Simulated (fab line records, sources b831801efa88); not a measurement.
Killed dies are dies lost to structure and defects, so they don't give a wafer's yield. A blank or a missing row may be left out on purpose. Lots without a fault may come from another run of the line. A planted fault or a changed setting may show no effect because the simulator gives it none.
Problem report in the 8D (eight disciplines) form, filled by code | flow sfq_line | the parts of the form that need people (team, actions taken, sign-off) are left out

1. THE PROBLEM
M3_NB_RS at SFQ_M3_RS_MEAS_919 reads a mean of 1.250 ohm/sq on 3 wafers of 2 lots; wafers without a fault read 0.893 ohm/sq with a standard deviation of 0.0093. That is +38 standard deviations from the usual mean.
The step: measures by four-point-probe.
First seen on wafer L685.2, day 39 08:53, on film_metro-03. The record holds 42 wafers of 14 lots with a number at this step. Rule for "out", or "out of limits": more than 4 standard deviations from the usual mean. The other wafers with a number count as sound.

2. WHAT IT IS AND WHAT IT IS NOT
question                    | is                           | is not
which readings at this step | M3_NB_RS                     | -
which lots                  | L685, L688                   | L668, L671, L672, L673, L674, L675, L679, L681, L686, L689, L690, L691
which wafers of those lots  | L685.2, L688.2, L688.6       | L685.3, L685.4, L688.4
read on which gauges        | film_metro-02, film_metro-03 | film_metro-01
when                        | from day 39 08:53            | up to then (26 sound wafers); but 13 sound wafers of L686, L688, L689, L690, L691 came after

3. SUSPECTS, AND WHAT RULES EACH OUT
Counting: a tool at a process step up to the reading stays a suspect if it ran every lot that is out. Sound lots after the first of them don't rule it out here, since some wafers of a struck lot are sound.
- the gauge at SFQ_M3_RS_MEAS_919: ruled out. The wafers that are out were read on 2 gauges (film_metro-02, film_metro-03).
- pvd_sputter-05 at SFQ_TRILAYER_M3_DEP_SPUTTER_073 (material Nb, target thk 200 nm, time 133.3 s): kept. It ran every lot that is out, first L685 (day 39 08:47); its last sound lot up to then is L679 (day 38 20:47).
Left after counting: pvd_sputter-05 at SFQ_TRILAYER_M3_DEP_SPUTTER_073.

4. THE CAUSE (what the simulator had put in)
Process parameter drift: pvd_sputter-05, from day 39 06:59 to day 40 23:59, at SFQ_TRILAYER_M3_DEP_SPUTTER_073. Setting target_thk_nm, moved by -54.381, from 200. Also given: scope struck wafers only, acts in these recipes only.
Counting left only this tool.

5. THE CHAIN OF EFFECTS, in route order
Each row: a reading whose mean over the struck wafers that have a number lies more than 3 standard deviations from the usual. Only readings for which the record gives a usual standard deviation are gone through. hours: the time from each lot's start at the first step in this table that gives one to its start at this step, as a median over the lots. sigmas: the change in usual standard deviations.
hours | step                                | reading        | usual        | on struck wafers | change | sigmas
0     | SFQ_M3_RS_MEAS_919                  | M3_NB_RS       | 0.893 ohm/sq | 1.250            | +0.357 | +38
102   | SFQ_TRILAYER_M3_ETCH_METAL_ETCH_078 | oes_product_au | 0.893 a.u.   | 0.750            | -0.143 | -21
The process steps in it:
- SFQ_TRILAYER_M3_ETCH_METAL_ETCH_078: etches Nb in Cl2/Ar, stops on SiO2, target depth 240 nm, time 120 s.

6. WHAT WOULD HAVE CAUGHT IT SOONER
In this record the first reading out of limits at a measuring or inspecting step was taken at day 39 08:53, 2 hours after the fault began at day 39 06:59.
Of the tool readings at SFQ_TRILAYER_M3_DEP_SPUTTER_073 for which the record gives a usual standard deviation, none was out on any struck wafer, so an alarm limit of 4 standard deviations on them would not have fired.
Of the lots that are out (2), L688 began SFQ_TRILAYER_M3_DEP_SPUTTER_073 on pvd_sputter-05 after day 39 08:53. A hold on the tool at that time would have spared it.
